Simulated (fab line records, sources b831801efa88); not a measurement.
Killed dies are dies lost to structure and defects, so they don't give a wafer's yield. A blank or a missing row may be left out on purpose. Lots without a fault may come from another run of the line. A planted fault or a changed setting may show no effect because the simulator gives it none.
One fault seen from 2 desks | flow gf180mcu | each desk has only its own numbers; what lay behind them comes last

THE METROLOGY DESK
What the gauges read, lot by lot, whatever tool the lot ran on: means of the sampled wafers that have a number. A lot is out of limits, marked OUT, if its mean lies more than 4 standard deviations from the usual mean; the brackets give that distance.
Columns: A = STI_OXIDATION_01_THK at GF_STI_THK_MEAS_22, usual 14.99 nm; B = STI_OXIDATION_02_THK at GF_STI_THK_MEAS_30, usual 10.02 nm; C = LVPWELL_TW at GF_LVPWELL_TW_MEAS_11, usual 565; D = MVSD_TW at GF_MVSD_TW_MEAS_11, usual 1591; E = MVSD_RS at GF_VT_IMPLANT_RS_MEAS_46, usual 456.7 ohm/sq
lot  | first seen here | A     | B     | C   | D             | E
L323 | day 2 02:31     | 14.82 | 10.30 | 566 | 1586          | 459.1
L324 | day 2 10:32     | 14.95 | 9.77  | 568 | 1591          | 457.2
L325 | day 2 13:38     | 15.28 | 10.11 | 561 | 1593          | 456.8
L329 | day 3 11:23     | 14.91 | 10.09 | 567 | 988 (-62) OUT | 1157.6 (+99 or more) OUT
L330 | day 3 16:05     | 14.57 | 10.05 | 568 | 994 (-62) OUT | 1173.2 (+99 or more) OUT
L336 | day 4 22:16     | 14.66 | 10.03 | 566 | 1594          | 455.7
L337 | day 5 03:13     | 14.93 | 10.15 | 561 | 1590          | 456.6
L338 | day 5 09:01     | 15.05 | 9.82  | 564 | 1593          | 455.4
L339 | day 5 13:28     | 14.89 | 9.93  | 570 | 1605          | 456.3
L342 | day 6 06:04     | 15.16 | 10.21 | 560 | 1588          | 455.4
L343 | day 6 09:59     | 15.39 | 9.93  | 559 | 1610          | 456.4
L344 | day 6 15:13     | 15.21 | 10.25 | 569 | 1570          | 458.0
L345 | day 6 21:01     | 15.26 | 10.08 | 566 | 1597          | 458.3
This desk's finding: out of limits on L329, L330; first on L329, day 5 22:13 (MVSD_TW at GF_MVSD_TW_MEAS_11). In limits: L323, L324, L325, L336, L337, L338, L339, L342, L343, L344, L345.

THE TOOL OWNER'S DESK: implanter-01
The tool's own readings at GF_MVSD_IMPLANT_08: means of the sampled wafers that have a number, for each lot that ran on this tool. A lot is out of limits, marked OUT, if its mean lies more than 4 standard deviations from the usual mean; the brackets give that distance.
Columns: A = beam_on_s at GF_MVSD_IMPLANT_08, usual 9.99 s; B = dose_ions_cm2 at GF_MVSD_IMPLANT_08, usual 1.5999e+13; C = faraday_current_uA at GF_MVSD_IMPLANT_08, usual 90.4
lot  | first seen here | A     | B                            | C
L323 | day 4 10:17     | 10.08 | 1.6007e+13                   | 89.6
L329 | day 5 21:49     | 9.91  | 1.8540e+12 (-99 or more) OUT | 10.5 (-47) OUT
L330 | day 6 03:41     | 9.96  | 1.8683e+12 (-99 or more) OUT | 10.4 (-47) OUT
L342 | day 8 23:25     | 10.05 | 1.5994e+13                   | 89.9
L343 | day 9 06:44     | 10.24 | 1.5998e+13                   | 88.2
L344 | day 9 11:59     | 10.17 | 1.5988e+13                   | 88.6
This desk's finding: out of limits on L329, L330; first on L329, day 5 21:49 (dose_ions_cm2 at GF_MVSD_IMPLANT_08). In limits: L323, L342, L343, L344.

PUT TOGETHER
The tool owner's desk could have raised an alarm at day 5 21:49, on L329, L330.
The metrology desk could have raised an alarm at day 5 22:13, on L329, L330.
Of the lots named, all ran GF_MVSD_IMPLANT_08 on implanter-01.

WHAT THE SIMULATOR HAD PUT IN
Process parameter drift: implanter-01, from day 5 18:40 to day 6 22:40, at GF_MVSD_IMPLANT_08. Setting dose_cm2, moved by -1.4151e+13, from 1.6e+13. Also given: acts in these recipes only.
Lots struck among those shown: L329, L330.
Hours from the fault's start to each desk's first reading out of limits: the tool owner's desk, 3; the metrology desk, 4.
